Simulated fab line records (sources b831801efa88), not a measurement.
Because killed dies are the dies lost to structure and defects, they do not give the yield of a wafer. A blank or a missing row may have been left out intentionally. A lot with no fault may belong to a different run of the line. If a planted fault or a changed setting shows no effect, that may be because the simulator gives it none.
fab line records + flow sky130
[record]
- lots = 14
- wafers = 39
- lastDay = 51
route steps=708 shown FIELD_ISO@1 PWDE@55 NWELL@77 SONOS_TUNNEL@166
lots untouched by any fault: they come from a run of this same line in which no faults occurred
startH: the number of hours between the record's first day and the start of the first shown wafer of the lot + waitH: time in hours since the lot's previous step + " unchanged from the row above + L1.1+2: a single row standing in for several wafers + - value missing, or start not given + * or withheld: withheld + < > ~ a bound
route shown NAME@n: NAME is a module with steps in the file, n the number in the route of the first one + usual: mean/standard deviation taken from wafers without a fault + same: alike in all rows + chamber/n: place in a boat + sites: per-site readings + _std_site: standard deviation across them + _edge_site: the outer-site mean with the inner-site mean subtracted + radiusMm: how far each site lies from the wafer's centre + mask NAME#n: copy n + behind: the tool/chamber that last shaped the wafer + hold: cause of the lot's hold/its duration in hours/its outcome + device: the transistor (n, p or np) that didn't switch + end of line: tests of these same wafers at the route's end + for a step that has no rows: nothing shown but its recipe + killed: dies that structure and defects cost at the first sort, which is not the same as the wafer's yield + map: the dies of a wafer, with x for killed, . for not killed, _ for no die there
set.NAME: setting as actually run; set.NAME@STEP: the setting as run at that earlier step + model.NAME: the simulator's own value behind a step, which no gauge read
the route's steps for a sample of lots (tables are steps, rows are wafers)
services: when a tool's chamber went out of use (startH, in hours from the record's first day, below 0 if earlier), for how many hours, and the reason
[[steps]]
[step SKY_FIELD_ISO_BOW_MEAS_00]
[recipe]
- mode = bow
[usual]
- INCOMING_BOW = 0/6.8
| lot.wafer | tool         | chamber | startH | waitH | INCOMING_BOW[um] |
|-----------|--------------|---------|--------|-------|------------------|
| L341.1    | filmMetro-02 | -       | 10.00  | -     | 3                |
| L341.3    | "            | -       | "      | "     | 4                |
| L341.6    | "            | -       | "      | "     | 3                |
| L342.1    | filmMetro-04 | -       | 15.00  | -     | -2               |
| L342.4    | "            | -       | "      | "     | 6                |
| L342.5    | "            | -       | "      | "     | -4               |
| L346.4    | filmMetro-02 | -       | 35.06  | -     | 0                |
| L346.5    | "            | -       | "      | "     | 4                |
| L346.6    | "            | -       | "      | "     | 7                |
| L348.1    | filmMetro-01 | -       | 45.00  | -     | 2                |
| L348.2    | "            | -       | "      | "     | -1               |
| L348.5    | "            | -       | "      | "     | 0                |
| L350.4    | filmMetro-04 | -       | 55.06  | -     | 0                |
| L350.5    | "            | -       | "      | "     | -8               |
| L350.6    | "            | -       | "      | "     | -15              |
| L351.2    | filmMetro-02 | -       | 60.02  | -     | -5               |
| L351.3    | "            | -       | "      | "     | 2                |
| L351.4    | "            | -       | "      | "     | -6               |
| L352.3    | filmMetro-02 | -       | 65.04  | -     | 5                |
| L352.4    | "            | -       | "      | "     | -8               |
| L352.6    | "            | -       | "      | "     | 2                |
| L353.1    | filmMetro-04 | -       | 70.00  | -     | -2               |
| L353.2    | "            | -       | "      | "     | -11              |
| L353.5    | "            | -       | "      | "     | 4                |
| L357.2    | filmMetro-01 | -       | 90.02  | -     | -5               |
| L357.5    | "            | -       | "      | "     | 12               |
| L358.2    | filmMetro-02 | -       | 95.02  | -     | -4               |
| L358.3    | "            | -       | "      | "     | 8                |
| L358.4    | "            | -       | "      | "     | 5                |
| L359.1    | filmMetro-01 | -       | 100.00 | -     | -1               |
| L359.3    | "            | -       | "      | "     | -11              |
| L361.1    | filmMetro-01 | -       | 110.00 | -     | 13               |
| L361.3    | "            | -       | "      | "     | 4                |
| L362.4    | filmMetro-01 | -       | 115.06 | -     | 1                |
| L362.5    | "            | -       | "      | "     | -1               |
| L362.6    | "            | -       | "      | "     | -5               |
| L364.2    | filmMetro-01 | -       | 125.02 | -     | 7                |
| L364.3    | "            | -       | "      | "     | 13               |
| L364.5    | "            | -       | "      | "     | -6               |
[step SKY_PWDE_TW_MEAS_10]
[usual]
- PWDE_TW = 375/4.9
| lot.wafer | tool         | chamber | startH | waitH | PWDE_TW |
|-----------|--------------|---------|--------|-------|---------|
| L341.1    | filmMetro-04 | -       | 73.87  | 0.1   | 382     |
| L341.3    | "            | -       | "      | "     | 381     |
| L341.6    | "            | -       | "      | "     | 381     |
| L342.1    | filmMetro-01 | -       | 78.17  | 0.1   | 376     |
| L342.4    | "            | -       | "      | "     | 374     |
| L342.5    | "            | -       | "      | "     | 373     |
| L346.4    | filmMetro-01 | -       | 99.62  | 0.1   | 372     |
| L346.5    | "            | -       | "      | "     | 374     |
| L346.6    | "            | -       | "      | "     | 375     |
| L348.1    | filmMetro-03 | -       | 110.54 | 0.1   | 369     |
| L348.2    | "            | -       | "      | "     | 371     |
| L348.5    | "            | -       | "      | "     | 368     |
| L350.4    | filmMetro-01 | -       | 123.37 | 0.1   | 374     |
| L350.5    | "            | -       | "      | "     | 373     |
| L350.6    | "            | -       | "      | "     | 372     |
| L351.2    | filmMetro-03 | -       | 130.29 | 0.1   | 369     |
| L351.3    | "            | -       | "      | "     | 368     |
| L351.4    | "            | -       | "      | "     | 368     |
| L352.3    | filmMetro-03 | -       | 135.64 | 0.1   | 368     |
| L352.4    | "            | -       | "      | "     | 371     |
| L352.6    | "            | -       | "      | "     | 370     |
| L353.1    | filmMetro-03 | -       | 142.32 | 0.1   | 371     |
| L353.2    | "            | -       | "      | "     | 370     |
| L353.5    | "            | -       | "      | "     | 372     |
| L357.2    | filmMetro-04 | -       | 163.68 | 0.1   | 385     |
| L357.5    | "            | -       | "      | "     | 382     |
| L358.2    | filmMetro-04 | -       | 168.40 | 0.1   | 380     |
| L358.3    | "            | -       | "      | "     | 380     |
| L358.4    | "            | -       | "      | "     | 380     |
| L359.1    | filmMetro-01 | -       | 170.38 | 0.1   | 376     |
| L359.3    | "            | -       | "      | "     | 375     |
| L361.1    | filmMetro-04 | -       | 180.68 | 0.1   | 381     |
| L361.3    | "            | -       | "      | "     | 378     |
| L362.4    | filmMetro-01 | -       | 186.07 | 0.1   | 377     |
| L362.5    | "            | -       | "      | "     | 379     |
| L362.6    | "            | -       | "      | "     | 377     |
| L364.2    | filmMetro-04 | -       | 196.25 | 0.1   | 381     |
| L364.3    | "            | -       | "      | "     | 381     |
| L364.5    | "            | -       | "      | "     | 383     |
[step SKY_NWELL_IMPLANT_24]
[recipe]
- species = B
- energyKev = 140
- doseCm2 = 9.2e+12
- tiltDeg = withheld
[usual]
- beamOnS = 10.00/0.21
- faradayCurrentUA = 51.9/1.1
| lot.wafer | tool         | chamber | startH | waitH | beamOnS | faradayCurrentUA |
|-----------|--------------|---------|--------|-------|---------|------------------|
| L341.1    | implanter-01 | 0       | 109.50 | 0.0   | 10.13   | 51.1             |
| L341.3    | "            | 0       | "      | "     | 9.88    | 52.5             |
| L341.6    | "            | 0       | "      | "     | 10.16   | 50.7             |
| L342.1    | implanter-02 | 0       | 114.34 | 0.0   | 10.24   | 50.6             |
| L342.4    | "            | 0       | "      | "     | 10.00   | 51.6             |
| L342.5    | "            | 0       | "      | "     | 10.21   | 50.8             |
| L346.4    | implanter-01 | 0       | 137.79 | 0.1   | 9.70    | 53.6             |
| L346.5    | "            | 0       | "      | "     | 10.38   | 49.9             |
| L346.6    | "            | 0       | "      | "     | 9.56    | 54.3             |
| L348.1    | implanter-01 | 0       | 149.02 | 0.0   | 9.79    | 52.9             |
| L348.2    | "            | 0       | "      | "     | 10.13   | 51.3             |
| L348.5    | "            | 0       | "      | "     | 10.10   | 51.3             |
| L350.4    | implanter-04 | 0       | 163.23 | 0.1   | 9.87    | 52.4             |
| L350.5    | "            | 0       | "      | "     | 10.18   | 51.0             |
| L350.6    | "            | 0       | "      | "     | 10.17   | 51.1             |
| L351.2    | implanter-02 | 0       | 169.39 | 0.0   | 9.88    | 52.5             |
| L351.3    | "            | 0       | "      | "     | 9.46    | 54.4             |
| L351.4    | "            | 0       | "      | "     | 9.80    | 53.1             |
| L352.3    | implanter-02 | 0       | 176.17 | 0.1   | 10.09   | 51.4             |
| L352.4    | "            | 0       | "      | "     | 10.22   | 50.8             |
| L352.6    | "            | 0       | "      | "     | 9.98    | 51.9             |
| L353.1    | implanter-01 | 0       | 183.40 | 0.0   | 9.75    | 53.2             |
| L353.2    | "            | 0       | "      | "     | 10.23   | 50.8             |
| L353.5    | "            | 0       | "      | "     | 10.07   | 51.7             |
| L357.2    | implanter-02 | 0       | 206.98 | 0.0   | 8.61    | 60.3             |
| L357.5    | "            | 0       | "      | "     | 10.32   | 50.1             |
| L358.2    | implanter-01 | 0       | 213.98 | 0.0   | 9.94    | 52.3             |
| L358.3    | "            | 0       | "      | "     | 10.16   | 51.0             |
| L358.4    | "            | 0       | "      | "     | 9.78    | 53.1             |
| L359.1    | implanter-02 | 0       | 216.85 | 0.0   | 8.27    | 62.6             |
| L359.3    | "            | 0       | "      | "     | 9.98    | 51.9             |
| L361.1    | implanter-02 | 0       | 226.77 | 0.0   | 8.65    | 60.0             |
| L361.3    | "            | 0       | "      | "     | 9.61    | 54.1             |
| L362.4    | implanter-01 | 0       | 233.24 | 0.1   | 9.76    | 52.9             |
| L362.5    | "            | 0       | "      | "     | 10.16   | 50.8             |
| L362.6    | "            | 0       | "      | "     | 9.88    | 52.6             |
| L364.2    | implanter-04 | 0       | 242.87 | 0.0   | 10.10   | 51.3             |
| L364.3    | "            | 0       | "      | "     | 10.14   | 51.1             |
| L364.5    | "            | 0       | "      | "     | 9.80    | 52.9             |
[step SKY_NWELL_TW_MEAS_26]
[usual]
- NWELL_2_TW = 499/6.1
| lot.wafer | tool         | chamber | startH | waitH | NWELL_2_TW |
|-----------|--------------|---------|--------|-------|------------|
| L341.1    | filmMetro-01 | -       | 109.75 | 0.1   | 496        |
| L341.3    | "            | -       | "      | "     | 498        |
| L341.6    | "            | -       | "      | "     | 494        |
| L342.1    | filmMetro-03 | -       | 114.59 | 0.1   | 493        |
| L342.4    | "            | -       | "      | "     | 491        |
| L342.5    | "            | -       | "      | "     | 493        |
| L346.4    | filmMetro-03 | -       | 138.00 | 0.1   | 490        |
| L346.5    | "            | -       | "      | "     | 489        |
| L346.6    | "            | -       | "      | "     | 490        |
| L348.1    | filmMetro-01 | -       | 149.27 | 0.1   | 495        |
| L348.2    | "            | -       | "      | "     | 498        |
| L348.5    | "            | -       | "      | "     | 495        |
| L350.4    | filmMetro-03 | -       | 163.43 | 0.1   | 492        |
| L350.5    | "            | -       | "      | "     | 494        |
| L350.6    | "            | -       | "      | "     | 493        |
| L351.2    | filmMetro-04 | -       | 169.63 | 0.1   | 503        |
| L351.3    | "            | -       | "      | "     | 505        |
| L351.4    | "            | -       | "      | "     | 506        |
| L352.3    | filmMetro-03 | -       | 176.39 | 0.1   | 492        |
| L352.4    | "            | -       | "      | "     | 493        |
| L352.6    | "            | -       | "      | "     | 494        |
| L353.1    | filmMetro-04 | -       | 183.65 | 0.1   | 508        |
| L353.2    | "            | -       | "      | "     | 508        |
| L353.5    | "            | -       | "      | "     | 502        |
| L357.2    | filmMetro-01 | -       | 207.21 | 0.1   | 473        |
| L357.5    | "            | -       | "      | "     | 496        |
| L358.2    | filmMetro-04 | -       | 214.21 | 0.1   | 509        |
| L358.3    | "            | -       | "      | "     | 507        |
| L358.4    | "            | -       | "      | "     | 506        |
| L359.1    | filmMetro-04 | -       | 217.10 | 0.1   | 481        |
| L359.3    | "            | -       | "      | "     | 505        |
| L361.1    | filmMetro-01 | -       | 227.02 | 0.1   | 479        |
| L361.3    | "            | -       | "      | "     | 499        |
| L362.4    | filmMetro-01 | -       | 233.45 | 0.1   | 497        |
| L362.5    | "            | -       | "      | "     | 497        |
| L362.6    | "            | -       | "      | "     | 499        |
| L364.2    | filmMetro-01 | -       | 243.11 | 0.1   | 503        |
| L364.3    | "            | -       | "      | "     | 499        |
| L364.5    | "            | -       | "      | "     | 495        |
[step SKY_SONOS_TUNNEL_TW_MEAS_12]
[usual]
- SONOS_TUNNEL_TW = 198.5/2.6
| lot.wafer | tool         | chamber | startH | waitH | SONOS_TUNNEL_TW |
|-----------|--------------|---------|--------|-------|-----------------|
| L341.1    | filmMetro-03 | -       | 260.72 | 0.0   | 195.2           |
| L341.3    | "            | -       | "      | "     | 193.9           |
| L341.6    | "            | -       | "      | "     | 194.7           |
| L342.1    | filmMetro-03 | -       | 269.14 | 0.0   | 195.6           |
| L342.4    | "            | -       | "      | "     | 196.5           |
| L342.5    | "            | -       | "      | "     | 195.6           |
| L346.4    | filmMetro-04 | -       | 299.05 | 0.0   | 201.6           |
| L346.5    | "            | -       | "      | "     | 201.8           |
| L346.6    | "            | -       | "      | "     | 201.4           |
| L348.1    | filmMetro-04 | -       | 315.13 | 0.0   | 200.3           |
| L348.2    | "            | -       | "      | "     | 200.5           |
| L348.5    | "            | -       | "      | "     | 201.4           |
| L350.4    | filmMetro-04 | -       | 337.81 | 0.0   | 202.9           |
| L350.5    | "            | -       | "      | "     | 201.0           |
| L350.6    | "            | -       | "      | "     | 202.1           |
| L351.2    | filmMetro-04 | -       | 343.39 | 0.0   | 202.3           |
| L351.3    | "            | -       | "      | "     | 201.0           |
| L351.4    | "            | -       | "      | "     | 201.3           |
| L352.3    | filmMetro-02 | -       | 355.90 | 0.0   | 199.8           |
| L352.4    | "            | -       | "      | "     | 197.8           |
| L352.6    | "            | -       | "      | "     | 197.8           |
| L353.1    | filmMetro-02 | -       | 366.26 | 0.0   | 200.3           |
| L353.2    | "            | -       | "      | "     | 198.9           |
| L353.5    | "            | -       | "      | "     | 198.6           |
| L357.2    | filmMetro-03 | -       | 398.75 | 0.0   | 195.0           |
| L357.5    | "            | -       | "      | "     | 195.6           |
| L358.2    | filmMetro-04 | -       | 406.19 | 0.0   | 201.5           |
| L358.3    | "            | -       | "      | "     | 201.8           |
| L358.4    | "            | -       | "      | "     | 201.7           |
| L359.1    | filmMetro-02 | -       | 408.83 | 0.0   | 197.3           |
| L359.3    | "            | -       | "      | "     | 198.3           |
| L361.1    | filmMetro-02 | -       | 421.57 | 0.0   | 198.4           |
| L361.3    | "            | -       | "      | "     | 197.4           |
| L362.4    | filmMetro-02 | -       | 431.29 | 0.0   | 198.6           |
| L362.5    | "            | -       | "      | "     | 198.6           |
| L362.6    | "            | -       | "      | "     | 197.3           |
| L364.2    | filmMetro-03 | -       | 443.22 | 0.0   | 196.2           |
| L364.3    | "            | -       | "      | "     | 194.7           |
| L364.5    | "            | -       | "      | "     | 195.1           |
[[services]]
| tool         | chamber | startH | hours | kind   |
|--------------|---------|--------|-------|--------|
| implanter-02 | -       | 118.91 | 4.5   | repair |
| implanter-04 | -       | 133.41 | 5.5   | repair |
| implanter-02 | -       | 136.86 | 3.4   | repair |
| implanter-01 | -       | 160.28 | 3.6   | repair |
[[key]]
[firstSign]
- step = SKY_NWELL_IMPLANT_24
- reading = faradayCurrentUA
- direction = up
- sigmas = 8.2
- usual = 51.9
- struck = 61.0
[effect]
- step = SKY_NWELL_IMPLANT_24
- reading = beamOnS
- direction = down
- sigmas = 7
- usual = 10.00
- struck = 8.51
[effect]
- step = SKY_NWELL_TW_MEAS_26
- reading = NWELL_2_TW
- direction = down
- sigmas = 3.4
- usual = 499
- struck = 478
metAt SKY_NWELL_IMPLANT_24
struckLots L357,L359,L361
struckWafers L357.2,L359.1,L361.1
testerLeftOut L357,L359,L361
notActingAt SKY_FIELD_ISO_BOW_MEAS_00,SKY_PWDE_TW_MEAS_10,SKY_SONOS_TUNNEL_TW_MEAS_12
onsetBetween 176.17 206.98
[fault]
- kind = processParameterDrift
- tool = implanter-02
- chamber = -
- onsetH = 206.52
- steps = SKY_NWELL_IMPLANT_24
- channel = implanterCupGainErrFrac
- offset = 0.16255
- shape = step
- endH = 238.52
- scope = struckWafersOnly
// testerLeftOut: of these lots the tester's yield and bins aren't shown, on N5 and GAA mostly nor the transistor test; their killed dies are dies lost to structure and defects alone, not to doping, threshold or leakage, so they don't give the yield
